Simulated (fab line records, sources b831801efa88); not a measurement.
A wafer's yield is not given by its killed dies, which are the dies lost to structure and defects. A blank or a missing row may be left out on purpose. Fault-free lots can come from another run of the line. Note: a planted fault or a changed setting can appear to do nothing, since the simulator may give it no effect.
A lot that was struck, set against a sound lot    flow sky130    14 out of 708 route steps
Sound: wafers L483.1, L483.3, L483.4. Wafers struck: L480.3, L480.4, L480.6. At the end, the cause is stated.
Order at every step that has rows: each side's tool, ch and its chambers, its first start. Under that, the readings that differ: sound wafers    struck wafers    difference of the means    sigmas: that difference in standard deviations of wafers without a fault.
alike: readings with means less than 2 such deviations apart, plus words and numbers identical on both sides. not compared: withheld readings, readings lacking a value on some wafer, bounds such as >300 that could conceal the same value, and numbers that have no deviation in the record and whose values overlap.
The two part at a step that has a row with sigmas, a row that says differs or no value, or rows on one side only. When numbers do not overlap yet have no deviation, they are printed without sigmas and do not part them. Lack of a reading on every wafer of one side parts them only where that side has two or more wafers.

SKY_METAL1_SPUTTER_02: material AlCu, target thk 250 nm, time 13.3 s.
  sound: pvd sputter-01 at day 37 08:13; struck: pvd sputter-04 at day 36 15:01
  alike: throttle valve pct
SKY_METAL1_SPUTTER_03: material Ti, target thk 5 nm, time 3.3 s.
  sound: pvd sputter-01 at day 37 08:14; struck: pvd sputter-04 at day 36 15:03
  alike: throttle valve pct
SKY_METAL1_SPUTTER_04: material TiN, target thk 70 nm, time 58.3 s.
  sound: pvd sputter-01 at day 37 08:15; struck: pvd sputter-04 at day 36 15:04
  alike: throttle valve pct
SKY_METAL1_RS_MEAS_05: measurement is done with a four-point probe.
  sound: film metro-02 at day 37 08:18; struck: film metro-03 at day 36 15:09
  alike: METAL1_ALCU_RS
SKY_METAL1_THK_MEAS_06: measures by xrf.
  sound: film metro-02 at day 37 08:25; struck: film metro-03 at day 36 15:15
  alike: METAL1_ALCU_THK
then, 4 steps without rows for these wafers: SKY_METAL1_DEHYDRATE_07 (time 60 s); SKY_METAL1_HMDS_08 (prime time 60 s); SKY_METAL1_COAT_09 (resist thk 60 nm); SKY_METAL1_COAT_10 (resist thk 450 nm).
SKY_METAL1_SOFTBAKE_11: time 93.86 s.
  sound: litho track-04 ch 0; struck: litho track-04 ch 0
  alike: plate sensor t centre C, plate sensor t edge C
then, 2 steps without rows for these wafers: SKY_METAL1_EXPOSE_12 (exposes mask MM1, target cd 140 nm); SKY_METAL1_PEB_13.
SKY_METAL1_DEVELOP_14: develop time 60 s.
  struck on litho track-03, day 37 17:00; sound on litho track-03 ch 0, day 38 10:00
  no value came back on the struck wafers for chill plate temp C (C), develop time s (s); on the sound wafers chill plate temp C (C) reads 22.98 22.99 23.09
reading                                        sound              struck             difference  sigmas
model.KrF-thick_of_METAL1_COAT_10.thk nm (nm)  436.8 435.9 436.5  450.6 449.6 449.6  +13.5       
SKY_METAL1_CD_MEAS_15: the cd target is 140 nm.
  sound: cd sem-01 at day 38 10:46; struck: cd sem-01 at day 37 17:31
reading     sound              struck  difference                     sigmas
cd nm (nm)  140.4 143.3 141.4  - - -   no value on the struck wafers  

== WHERE THEY PART ==
At SKY_METAL1_DEVELOP_14 first; at SKY_METAL1_CD_MEAS_15 last (within this record only).

WHY: what had been put in by the simulator
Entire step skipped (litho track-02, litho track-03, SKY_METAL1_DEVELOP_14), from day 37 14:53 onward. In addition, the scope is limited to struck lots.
